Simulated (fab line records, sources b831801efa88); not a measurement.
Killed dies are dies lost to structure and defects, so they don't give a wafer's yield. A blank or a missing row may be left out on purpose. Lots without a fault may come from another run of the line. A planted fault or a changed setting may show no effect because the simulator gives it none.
Tool commonality check | flow gf180mcu | 11 lots, 33 wafers sampled

WHY IT WAS OPENED
At GF_PSD_TW_MEAS_11 the reading PSD_TW is flagged on 2 of 11 lots. Wafers without a fault read 3147, standard deviation 24.
Rule: a lot is flagged when every wafer of it that has a number lies more than 4 standard deviations from that mean, or none has a number. The other lots count as sound.

lot  | measured     | on            | PSD_TW, wafer by wafer | flag
L794 | day 14 07:40 | film_metro-04 | 3140 3134 3134         |
L795 | day 14 09:27 | film_metro-04 | 3155 3136 3144         |
L797 | day 15 04:13 | film_metro-04 | 3117 3135 3141         |
L798 | day 15 12:35 | film_metro-04 | 2808 2805 2811         | FLAGGED
L800 | day 16 09:12 | film_metro-03 | 2879 2874 2861         | FLAGGED
L806 | day 18 16:15 | film_metro-04 | 3143 3144 3144         |
L807 | day 19 06:42 | film_metro-04 | 3125 3130 3131         |
L808 | day 19 08:00 | film_metro-01 | 3175 3184 3167         |
L809 | day 19 22:19 | film_metro-04 | 3122 3122 3128         |
L812 | day 20 20:44 | film_metro-04 | 3115 3124 3133         |
L817 | day 22 11:03 | film_metro-01 | 3191 3174 3191         |
The numbers of the flagged lots are 2840 on average: -307 against the usual, or -13 standard deviations.

WHICH TOOL RAN EACH LOT
The record holds 3 process steps before the reading, out of a route of 602 steps. In each cell: the tool, then ch and the chambers that the sampled wafers went through, then the start.
lot  | flag    | GF_HV_LDD_STRIP_49                   | GF_PSD_IMPLANT_09               | GF_PSD_STRIP_10
L794 |         | plasma_asher-04 ch 1, day 12 12:17   | implanter-04 ch 0, day 14 07:26 | plasma_asher-03 ch 1, day 14 07:33
L795 |         | plasma_asher-04 ch 0,1, day 12 15:13 | implanter-01 ch 0, day 14 09:13 | plasma_asher-03 ch 0,1, day 14 09:20
L797 |         | plasma_asher-03 ch 0,1, day 13 07:47 | implanter-01 ch 0, day 15 04:00 | plasma_asher-03 ch 0,1, day 15 04:08
L798 | FLAGGED | plasma_asher-04 ch 0,1, day 13 17:59 | implanter-01 ch 0, day 15 12:21 | plasma_asher-04 ch 0,1, day 15 12:29
L800 | FLAGGED | plasma_asher-01 ch 0,1, day 14 10:34 | implanter-01 ch 0, day 16 08:59 | plasma_asher-02 ch 0,1, day 16 09:07
L806 |         | plasma_asher-04 ch 0,1, day 16 15:17 | implanter-01 ch 0, day 18 16:00 | plasma_asher-02 ch 0,1, day 18 16:09
L807 |         | plasma_asher-04 ch 0,1, day 17 02:54 | implanter-01 ch 0, day 19 06:27 | plasma_asher-03 ch 0,1, day 19 06:36
L808 |         | plasma_asher-01 ch 0,1, day 17 05:04 | implanter-01 ch 0, day 19 07:47 | plasma_asher-04 ch 0,1, day 19 07:55
L809 |         | plasma_asher-04 ch 0,1, day 17 18:59 | implanter-01 ch 0, day 19 22:04 | plasma_asher-03 ch 0,1, day 19 22:13
L812 |         | plasma_asher-03 ch 0,1, day 18 17:19 | implanter-04 ch 0, day 20 20:31 | plasma_asher-03 ch 0,1, day 20 20:39
L817 |         | plasma_asher-03 ch 1, day 20 08:15   | implanter-04 ch 0, day 22 10:48 | plasma_asher-04 ch 0,1, day 22 10:57
What these steps do:
- GF_HV_LDD_STRIP_49: strips in O2/N2.
- GF_PSD_IMPLANT_09
- GF_PSD_STRIP_10: strips in O2/N2.
- GF_PSD_TW_MEAS_11

FLAGGED OVER TOTAL, TOOL BY TOOL (the gauges that took the reading come last)
step               | tool            | lots run | flagged | share of the flagged lots | sound lots run after its first flagged lot
GF_HV_LDD_STRIP_49 | plasma_asher-01 | 2        | 1       | some                      | 1 (L808)
GF_HV_LDD_STRIP_49 | plasma_asher-03 | 3        | 0       | none                      | -
GF_HV_LDD_STRIP_49 | plasma_asher-04 | 6        | 1       | some                      | 3 (L806,L807,L809)
GF_PSD_IMPLANT_09  | implanter-01    | 8        | 2       | all                       | 4 (L806,L807,L808,L809)
GF_PSD_IMPLANT_09  | implanter-04    | 3        | 0       | none                      | -
GF_PSD_STRIP_10    | plasma_asher-02 | 2        | 1       | some                      | 1 (L806)
GF_PSD_STRIP_10    | plasma_asher-03 | 6        | 0       | none                      | -
GF_PSD_STRIP_10    | plasma_asher-04 | 3        | 1       | some                      | 2 (L808,L817)
GF_PSD_TW_MEAS_11  | film_metro-01   | 2        | 0       | none                      | -
GF_PSD_TW_MEAS_11  | film_metro-03   | 1        | 1       | some                      | 0
GF_PSD_TW_MEAS_11  | film_metro-04   | 8        | 1       | some                      | 4 (L806,L807,L809,L812)

WHAT THE TABLE ALLOWS
1 row of the table ran every flagged lot: implanter-01 at GF_PSD_IMPLANT_09.
- implanter-01 at GF_PSD_IMPLANT_09: 2 of its 8 lots flagged. Sound lots ran on it after the first flagged one (L806, L807, L808, L809), which a lasting fault on the whole tool wouldn't allow. Its own readings lie more than 4 standard deviations out on every wafer of the flagged lots: dose_ions_cm2, faraday_current_uA.
No row of the table ran every flagged lot and no sound lot after the first.

WHAT THE SIMULATOR HAD PUT IN
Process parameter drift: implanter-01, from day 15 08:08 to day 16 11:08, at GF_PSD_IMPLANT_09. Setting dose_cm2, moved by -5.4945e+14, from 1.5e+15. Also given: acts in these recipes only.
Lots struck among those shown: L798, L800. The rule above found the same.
